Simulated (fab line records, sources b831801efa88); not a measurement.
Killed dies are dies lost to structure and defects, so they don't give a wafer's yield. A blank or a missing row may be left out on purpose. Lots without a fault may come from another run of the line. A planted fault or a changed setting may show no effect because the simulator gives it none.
A struck lot beside a sound one | flow sky130 | 21 steps out of a route of 708
Sound: wafers L313.2, L313.5, L313.6. Struck: wafers L321.1, L321.2, L321.3. The cause comes at the end.
At each step with rows: each side's tool, then ch and its chambers, then its first start. Under that, the readings that differ: sound wafers | struck wafers | difference of the means | sigmas: that difference in standard deviations of wafers without a fault.
alike: readings whose means differ by less than 2 such deviations, and words and numbers that are the same on both sides. not compared: withheld readings, readings that some wafer has no value for, bounds like >300 that may hide the same value, and numbers for which the record gives no deviation and whose values overlap.
The two part at a step that has a row with sigmas, a row that says differs or no value, or rows on one side only. Numbers that don't overlap but have no deviation are shown without sigmas and don't part them. A reading that every wafer of one side lacks parts them only if that side has two wafers or more.

SKY_POLY_GATE_THK_MEAS_21:
  sound on film_metro-04, day 18 14:59; struck on film_metro-04, day 21 15:28
  alike: POLY_GATE_OXIDATION_THK
SKY_POLY_GATE_CD_MEAS_22:
  sound on cd_sem-01, day 18 15:04; struck on cd_sem-01, day 21 15:32
  alike: cd_nm
then, 7 steps without rows for these wafers: SKY_LDD_N_DEHYDRATE_00 (time 60 s); SKY_LDD_N_HMDS_01 (prime time 60 s); SKY_LDD_N_COAT_02 (resist thk 300 nm); SKY_LDD_N_SOFTBAKE_03 (time 60 s); SKY_LDD_N_EXPOSE_04 (exposes mask NTM, target cd 840 nm); SKY_LDD_N_PEB_05; SKY_LDD_N_DEVELOP_06 (develop time 60 s).
SKY_LDD_N_OVL_MEAS_07:
  sound on overlay-01, day 19 21:52; struck on overlay-02, day 22 21:56
  alike: LDD_N_OVL
then, 2 steps without rows for these wafers: SKY_LDD_N_IMPLANT_08; SKY_LDD_N_IMPLANT_09.
SKY_LDD_N_IMPLANT_10:
  sound on implanter-01 ch 0, day 19 22:13; struck on implanter-04 ch 0, day 22 22:16
  reading                   | sound             | struck            | difference | sigmas
  implant_ion_amu           | 75 75 75          | 31 31 31          | -44        |
  model.implant.rp_nm (nm)  | 15.44 15.44 15.44 | 27.75 27.75 27.75 | +12.31     |
  model.implant.drp_nm (nm) | 7.212 7.212 7.212 | 12.97 12.97 12.97 | +5.76      |
then, 5 steps without rows for these wafers: SKY_LDD_N_IMPLANT_11; SKY_LDD_N_IMPLANT_12; SKY_LDD_N_IMPLANT_13; SKY_LDD_N_IMPLANT_14; SKY_LDD_N_IMPLANT_15.
SKY_LDD_N_STRIP_16: strips in O2/N2.
  sound on plasma_asher-04 ch 0,1, day 19 23:06; struck on plasma_asher-01 ch 0,1, day 22 23:10
  reading                      | sound             | struck            | difference | sigmas
  strip_time_to_endpoint_s (s) | 4.328 4.333 4.335 | 4.236 4.241 4.244 | -0.092     | -5
  alike: drypump_motor_current_A, oes_product_au
  not compared: rf_hours_counter_h
SKY_LDD_N_TW_MEAS_17:
  sound on film_metro-04, day 19 23:13; struck on film_metro-04, day 22 23:16
  alike: LDD_N_TW
-- the record jumps here: 26 days lie between the struck wafers' starts before and after (it left off in module LDD_N and takes up again in module PAD_OPEN, whose first step shown is number 708 of the route) --
SKY_PAD_OPEN_PROBE_99:
  sound on prober-02, day 47 04:55; struck on prober-02, day 49 02:49
  reading                                   | sound             | struck            | difference | sigmas
  model.etest.tip_n.rs_ohm_sq               | 441.5 441.9 446.5 | 389.8 388.9 390.1 | -53.7      |
  model.etest.nfet_01v8_lvt.drive_ua_um     | 581.1 579.2 569.4 | 629.2 630.8 631.1 | +53.8      |
  model.etest.nfet_01v8_turned.drive_ua_um  | 513.8 504.5 497.3 | 556.3 562.6 564.2 | +55.8      |
  model.etest.nfet_01v8.drive_ua_um         | 505.7 502 496.1   | 553.5 557.5 551.9 | +53.0      |
  model.etest.sram_nfet_pass.drive_ua_um    | 504.6 501.4 465.3 | 548 561.4 561.2   | +66        |
  model.etest.nfet_01v8_swapped.drive_ua_um | 512.6 499.3 495.4 | 550.4 552.2 546.2 | +47.2      |
  model.etest.nfet_01v8.r_on_ohm_um         | 812.5 818.7 842.6 | 791.3 791.9 790.9 | -33.2      |
  model.etest.res_ndiff.rs_ohm_sq           | 119 118.5 118.1   | 116 116.3 117.1   | -2         |
  alike: killed_at_M0_to_M3, killed_at_M4_up, killed_at_contacts, killed_at_front_end, killed_at_other, killed_dies, killed_open, killed_short

WHERE THEY PART
Only at SKY_LDD_N_STRIP_16, within this record. Later steps at which nothing parts them and some readings are alike: SKY_LDD_N_TW_MEAS_17, SKY_PAD_OPEN_PROBE_99.

WHY: what the simulator had put in
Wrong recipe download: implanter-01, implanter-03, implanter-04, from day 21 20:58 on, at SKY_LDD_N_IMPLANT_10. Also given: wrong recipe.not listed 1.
